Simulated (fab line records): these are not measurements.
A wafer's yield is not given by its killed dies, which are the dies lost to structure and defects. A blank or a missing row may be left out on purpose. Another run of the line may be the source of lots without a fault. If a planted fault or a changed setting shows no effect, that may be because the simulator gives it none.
fab line records    flow gf180mcu    part 2 of 2: steps 32 to 43 of 43
record: lots: 5  wafers: 15  lastDay: 34
route steps=602 shown MVPSD@79 VT_IMPLANT@90
lots untouched by any fault: they come from a run of this same line in which no faults occurred
startH: start of the lot's first displayed wafer, in hours after the record's first day    waitH: time in hours since the lot's previous step    " unchanged from the row above    L1.1+2: a row that stands for several wafers    - no value, or no start was given    * or withheld: withheld    < > ~ a bound
route shown NAME@n: names a module that has steps shown in the file, with the first one's number in the route    usual: the fault-free wafers' mean and standard deviation    same: alike in all rows    chamber/n: place in a boat    sites: per-site readings    _std_site: standard deviation across them    _edge_site: the outer-site mean with the inner-site mean subtracted    radiusMm: how far each site lies from the wafer's centre    mask NAME#n: copy n    behind: the last tool/chamber to shape the wafer    hold: what put the lot on hold/how long, in hours/how the hold closed    device: whichever transistor did not switch (one of n, p or np)    end of line: tests of these same wafers at the route's end    a step with no rows: only its recipe    killed: at the first sort, the dies lost to defects and structure; wafer yield is something else    map: a wafer's dies, marking killed ones x, the rest . and places with no die _
set.NAME: the setting that was run; set.NAME@STEP: the one run at that earlier step    model.NAME: the simulator's own value behind a step, which no gauge read
a table for each step, a row for each wafer; lots at some steps of the route
services: the hour from which a tool's chamber was out of use, counted from the record's first day as startH (under 0 if before that day), plus the number of hours and why
== steps ==
step: GF_VT_IMPLANT_STRIP_20
recipe: chemistry: O2/N2  powerW: 1400  pressureMtorr: 1500  platenTempC: 250  o2FlowSccm: 3000  n2FlowSccm: 300  overashFraction: 0.5
usual: chamberPressureMTorr: 1499.9/1.3  drypumpMotorCurrentA: 5.5/0.42  heaterPowerW: 318/20  o2FlowSccm: 3000/7.9  oesProductAu: 0.716/0.0045  stripTimeToEndpointS: 12.63/0.04
lot.wafer  tool            chamber  startH  waitH  chamberPressureMTorr  drypumpMotorCurrentA  heaterPowerW  o2FlowSccm  oesProductAu  rfHoursCounterH  stripTimeToEndpointS
L080.3     plasmaAsher-01  1        164.18  0.1    1501.1                5.2                   286           2984        0.719         -                12.70
L080.4     "               0        "       "      1498.5                5.2                   319           3006        0.719         -                12.65
L080.6     "               1        "       "      1498.2                5.3                   293           3000        0.718         -                12.67
L083.1     plasmaAsher-03  1        183.32  0.1    1500.3                6.3                   329           2986        0.716         54               12.64
L083.3     "               0        "       "      1499.2                5.1                   298           3002        0.720         -                12.65
L083.5     "               0        "       "      1500.3                5.1                   296           2995        0.720         -                12.66
L087.1     plasmaAsher-03  0        209.72  0.1    1499.5                5.1                   302           3026        0.723         56               12.56
L087.4     "               1        "       "      1501.3                6.2                   336           3000        0.717         -                12.58
L087.6     "               0        "       "      1499.7                5.1                   304           3003        0.714         -                12.60
L090.1     plasmaAsher-04  1        225.52  0.1    1500.4                5.5                   350           2987        0.720         61               12.64
L090.3     "               0        "       "      1497.0                5.7                   328           3001        0.715         -                12.65
L090.4     "               1        "       "      1500.2                5.5                   346           3005        0.707         -                12.59
L097.1     plasmaAsher-04  0        277.89  0.1    1498.3                5.7                   327           2992        0.719         67               12.63
L097.4     "               0        "       "      1498.7                5.7                   323           3005        0.723         -                12.61
L097.6     "               0        "       "      1500.9                5.7                   337           3002        0.725         -                12.61
step: GF_VT_IMPLANT_TW_MEAS_21
usual: VT_IMPLANT_2_TW: 1219/5.3
lot.wafer  tool          chamber  startH  waitH  VT_IMPLANT_2_TW
L080.3     filmMetro-02  -        164.26  0.1    1214
L080.4     "             -        "       "      1216
L080.6     "             -        "       "      1219
L083.1     filmMetro-04  -        183.42  0.1    1225
L083.3     "             -        "       "      1224
L083.5     "             -        "       "      1221
L087.1     filmMetro-04  -        209.82  0.1    1224
L087.4     "             -        "       "      1218
L087.6     "             -        "       "      1220
L090.1     filmMetro-04  -        225.62  0.1    1226
L090.3     "             -        "       "      1217
L090.4     "             -        "       "      1222
L097.1     filmMetro-02  -        277.99  0.1    1211
L097.4     "             -        "       "      1213
L097.6     "             -        "       "      1214
step: GF_VT_IMPLANT_DEHYDRATE_22
recipe: tempC: 200  timeS: 60
usual: plateTempC: 200.04/0.15
lot.wafer  tool           chamber  startH  waitH  plateTempC
L080.3     lithoTrack-03  0        170.73  6.5    199.88
L080.4     "              0        "       "      199.83
L080.6     "              0        "       "      200.06
L083.1     lithoTrack-02  0        190.44  7.0    200.07
L083.3     "              0        "       "      199.92
L083.5     "              0        "       "      200.12
L087.1     lithoTrack-04  0        218.06  8.2    199.87
L087.4     "              0        "       "      199.91
L087.6     "              0        "       "      199.79
L090.1     lithoTrack-03  0        233.73  8.1    200.29
L090.3     "              0        "       "      200.05
L090.4     "              0        "       "      200.02
L097.1     lithoTrack-03  0        287.08  9.1    200.04
L097.4     "              0        "       "      199.99
L097.6     "              0        "       "      199.92
step: GF_VT_IMPLANT_HMDS_23
recipe: primeTimeS: 60  primeTempC: 120
lot.wafer   tool           chamber  startH  waitH
L080.3+4+6  lithoTrack-03  0        170.88  0.1
L083.1+3+5  lithoTrack-02  0        190.59  0.1
L087.1+4+6  lithoTrack-04  0        218.21  0.1
L090.1+3+4  lithoTrack-03  0        233.88  0.1
L097.1+4+6  lithoTrack-03  0        287.23  0.1
step: GF_VT_IMPLANT_COAT_24
recipe: resist: NOVOLAK  spinRpm: 3000  resistThkNm: 1000
lot.wafer   tool           chamber  startH  waitH
L080.3+4+6  lithoTrack-03  0        171.03  0.1
L083.1+3+5  lithoTrack-02  0        190.74  0.1
L087.1+4+6  lithoTrack-04  0        218.36  0.1
L090.1+3+4  lithoTrack-03  0        234.03  0.1
L097.1+4+6  lithoTrack-03  0        287.38  0.1
step: GF_VT_IMPLANT_SOFTBAKE_25
recipe: tempC: 90  timeS: 60  resist: NOVOLAK
usual: plateTempC: 89.99/0.13
lot.wafer  tool           chamber  startH  waitH  plateTempC
L080.3     lithoTrack-03  0        171.18  0.1    89.83
L080.4     "              0        "       "      89.87
L080.6     "              0        "       "      89.90
L083.1     lithoTrack-02  0        190.89  0.1    90.37
L083.3     "              0        "       "      90.24
L083.5     "              0        "       "      90.17
L087.1     lithoTrack-04  0        218.51  0.1    90.09
L087.4     "              0        "       "      90.17
L087.6     "              0        "       "      89.95
L090.1     lithoTrack-03  0        234.18  0.1    90.14
L090.3     "              0        "       "      90.20
L090.4     "              0        "       "      90.18
L097.1     lithoTrack-03  0        287.53  0.1    89.82
L097.4     "              0        "       "      89.99
L097.6     "              0        "       "      90.02
step: GF_VT_IMPLANT_EXPOSE_26
recipe: maskId: LVPWELL_HV_AREA  targetCdNm: 860  na: 0.6  sourceShape: conventional  sigmaOuter: 0.6  doseMj: 140
lot.wafer   tool             chamber  startH  waitH  mask
L080.3+4+6  ilineStepper-01  0        -       -      LVPWELL_HV_AREA#0
L083.1+3+5  ilineStepper-01  0        -       -      LVPWELL_HV_AREA#0
L087.1+4+6  ilineStepper-01  0        -       -      LVPWELL_HV_AREA#0
L090.1+3+4  ilineStepper-01  0        -       -      LVPWELL_HV_AREA#0
L097.1+4+6  ilineStepper-02  0        -       -      LVPWELL_HV_AREA#0
step: GF_VT_IMPLANT_PEB_27
recipe: tempC: withheld  timeS: *  resist: NOVOLAK
lot.wafer   tool           chamber  startH  waitH
L080.3+4+6  lithoTrack-03  0        -       -
L083.1+3+5  lithoTrack-03  0        -       -
L087.1+4+6  lithoTrack-04  0        -       -
L090.1+3+4  lithoTrack-02  0        -       -
L097.1+4+6  lithoTrack-02  0        -       -
step: GF_VT_IMPLANT_DEVELOP_28
recipe: developTimeS: 60  devTempC: 23
same: developTimeS: 60
lot.wafer   tool           chamber  startH  waitH
L080.3+4+6  lithoTrack-03  0        179.73  0.1
L083.1+3+5  lithoTrack-03  0        198.48  0.1
L087.1+4+6  lithoTrack-04  0        227.46  0.1
L090.1+3+4  lithoTrack-02  0        243.49  0.1
L097.1+4+6  lithoTrack-02  0        296.94  0.1
step: GF_VT_IMPLANT_OVL_MEAS_29
usual: VT_IMPLANT_02_OVL: 0.2/1.2
lot.wafer  tool        chamber  startH  waitH  VT_IMPLANT_02_OVL[nm]
L080.3     overlay-02  -        179.85  0.1    -1.0
L080.4     "           -        "       "      -0.6
L080.6     "           -        "       "      -2.4
L083.1     overlay-02  -        198.63  0.1    1.5
L083.3     "           -        "       "      1.1
L083.5     "           -        "       "      1.6
L087.1     overlay-01  -        227.61  0.1    -0.4
L087.4     "           -        "       "      -0.6
L087.6     "           -        "       "      -0.1
L090.1     overlay-01  -        243.64  0.1    1.3
L090.3     "           -        "       "      1.1
L090.4     "           -        "       "      0.4
L097.1     overlay-02  -        297.09  0.1    1.4
L097.4     "           -        "       "      -0.4
L097.6     "           -        "       "      0.6
step: GF_VT_IMPLANT_IMPLANT_30
recipe: species: B  energyKev: 25  doseCm2: 2.534e+12  tiltDeg: 7
lot.wafer   tool          chamber  startH  waitH
L080.3+4+6  implanter-03  0        179.92  0.1
L083.1+3+5  implanter-02  0        198.67  0.0
L087.1+4+6  implanter-03  0        227.64  0.0
L090.1+3+4  implanter-04  0        243.67  0.0
L097.1+4+6  implanter-02  0        297.12  0.0
step: GF_VT_IMPLANT_STRIP_31
recipe: chemistry: O2/N2  powerW: 1400  pressureMtorr: 1500  platenTempC: 250  o2FlowSccm: 3000  n2FlowSccm: 300  overashFraction: 0.5
usual: chamberPressureMTorr: 1499.9/1.3  drypumpMotorCurrentA: 5.5/0.36  heaterPowerW: 323/21  o2FlowSccm: 3000/9.1  oesProductAu: 0.716/0.0046  stripTimeToEndpointS: 12.64/0.038
lot.wafer  tool            chamber  startH  waitH  chamberPressureMTorr  drypumpMotorCurrentA  heaterPowerW  o2FlowSccm  oesProductAu  rfHoursCounterH  stripTimeToEndpointS
L080.3     plasmaAsher-03  0        180.05  0.1    1502.4                5.2                   299           3004        0.708         -                12.61
L080.4     "               1        "       "      1499.4                6.3                   328           2984        0.709         -                12.61
L080.6     "               1        "       "      1500.0                6.3                   327           3002        0.724         -                12.62
L083.1     plasmaAsher-04  1        198.97  0.2    1501.2                5.5                   359           2997        0.709         58               12.65
L083.3     "               1        "       "      1500.6                5.5                   352           2986        0.718         -                12.63
L083.5     "               0        "       "      1500.8                5.7                   336           3002        0.714         -                12.60
L087.1     plasmaAsher-03  1        227.79  0.1    1498.4                6.3                   325           2995        0.711         58               12.62
L087.4     "               0        "       "      1499.0                5.1                   294           3009        0.719         -                12.64
L087.6     "               1        "       "      1498.8                6.3                   323           2997        0.719         -                12.58
L090.1     plasmaAsher-01  0        243.82  0.1    1498.5                5.2                   317           3011        0.714         12               12.64
L090.3     "               1        "       "      1502.0                5.3                   287           2991        0.711         -                12.65
L090.4     "               0        "       "      1499.1                5.2                   314           2997        0.722         -                12.61
L097.1     plasmaAsher-04  0        297.27  0.1    1498.4                5.7                   327           2989        0.718         68               12.68
L097.4     "               1        "       "      1498.0                5.5                   355           3012        0.713         -                12.64
L097.6     "               0        "       "      1499.8                5.7                   327           2988        0.714         -                12.65
== services ==
tool             chamber  startH  hours  kind
plasmaAsher-01   -        108.75  9.0    pm
plasmaAsher-01   0        108.75  9.0    ventCycle
plasmaAsher-01   1        108.75  9.0    ventCycle
ilineStepper-01  -        113.77  -      calibration
plasmaAsher-01   0        117.75  -      clean
plasmaAsher-01   1        117.75  -      clean
implanter-01     -        133.39  4.6    pm
ilineStepper-01  0        150.12  -      calibration
plasmaAsher-04   -        181.34  2.8    pm
plasmaAsher-03   -        184.60  3.0    repair
ilineStepper-02  -        187.26  29.9   repair
plasmaAsher-01   -        194.26  2.8    pm
ilineStepper-02  -        217.13  1.7    pm
ilineStepper-02  0        241.84  -      calibration
lithoTrack-02    -        248.44  -      consumableReplace:filter
implanter-02     -        255.26  4.7    pm
plasmaAsher-04   -        274.57  1.7    repair
plasmaAsher-04   -        285.25  8.7    repair
plasmaAsher-01   -        290.04  1.3    repair
implanter-04     -        293.70  1.3    repair
